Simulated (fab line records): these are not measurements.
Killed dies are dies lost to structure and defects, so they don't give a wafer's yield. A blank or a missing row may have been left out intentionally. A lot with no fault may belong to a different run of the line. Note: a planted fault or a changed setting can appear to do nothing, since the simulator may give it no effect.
Which tool is to blame? ; flow gf180mcu ; 14 lots (42 wafers sampled), 1 step of a 602-step route

## WHAT EACH GAUGE READ, for each wafer
GF_M4_RS_MEAS_05: the measuring method here is four-point-probe.
lot;measured;on;M4_ALCU_RS (ohm/sq)
L252;day 22 03:34;film_metro-03;0.0699 0.0688 0.0702
L253;day 22 19:13;film_metro-04;0.0692 0.0682 0.0695
L254;day 23 04:41;film_metro-04;0.0697 0.0690 0.0703
L256;day 24 00:53;film_metro-03;0.0695 0.0698 0.0686
L258;day 24 11:28;film_metro-04;0.0701 0.0701 0.0692
L259;day 25 07:23;film_metro-03;0.0701 0.0705 0.0697
L260;day 25 08:01;film_metro-02;0.0694 0.0686 0.0688
L261;day 25 12:16;film_metro-04;0.0693 0.0695 0.0699
L262;day 26 02:58;film_metro-04;0.0682 0.0689 0.0680
L263;day 26 09:49;film_metro-02;0.0692 0.0692 0.0688
L264;day 26 16:55;film_metro-02;0.0704 0.0701 0.0700
L265;day 26 23:28;film_metro-03;0.0683 0.0689 0.0682
L266;day 27 09:20;film_metro-04;0.0688 0.0691 0.0689
L275;day 29 20:02;film_metro-03;0.0680 0.0680 0.0678

## WHICH TOOL RAN EACH LOT (tool, then ch and the chambers of the sampled wafers, then the start)
There is no process step in the record ahead of these readings.

## AS READ BY THE TOOLS THEMSELVES (means over the sampled wafers that have a number; for cases with no such wafer, the mark the record gives instead)
The record holds no such reading with a usual standard deviation.

## THE ANSWER, worked out from the rows above alone
Rule: the lots themselves supply what counts as usual. The widest of any qualifying gaps counts: lots, ordered by their means at a reading, are off when they make up no more than a third of the lots, leave a main group of 4 or more, and stand apart from it by 3 or more times the standard deviation of that group's means. The tables above print the reading to a certain number of digits; a main group whose means all agree to those digits is not used. A lot without any number at a reading at which 4 lots or more have one is off too. Any other lot the step has rows for is counted as sound. After the gauges, taken in route order, come the tools' own readings; for these a lot's mean is taken, as printed above. The first step at which some lot is off is used, and at that step the reading that is off furthest; a lot without a number counts as furthest.
None of the lots is off at any reading shown; this tells nothing.

## WHAT WAS PUT IN BY THE SIMULATOR
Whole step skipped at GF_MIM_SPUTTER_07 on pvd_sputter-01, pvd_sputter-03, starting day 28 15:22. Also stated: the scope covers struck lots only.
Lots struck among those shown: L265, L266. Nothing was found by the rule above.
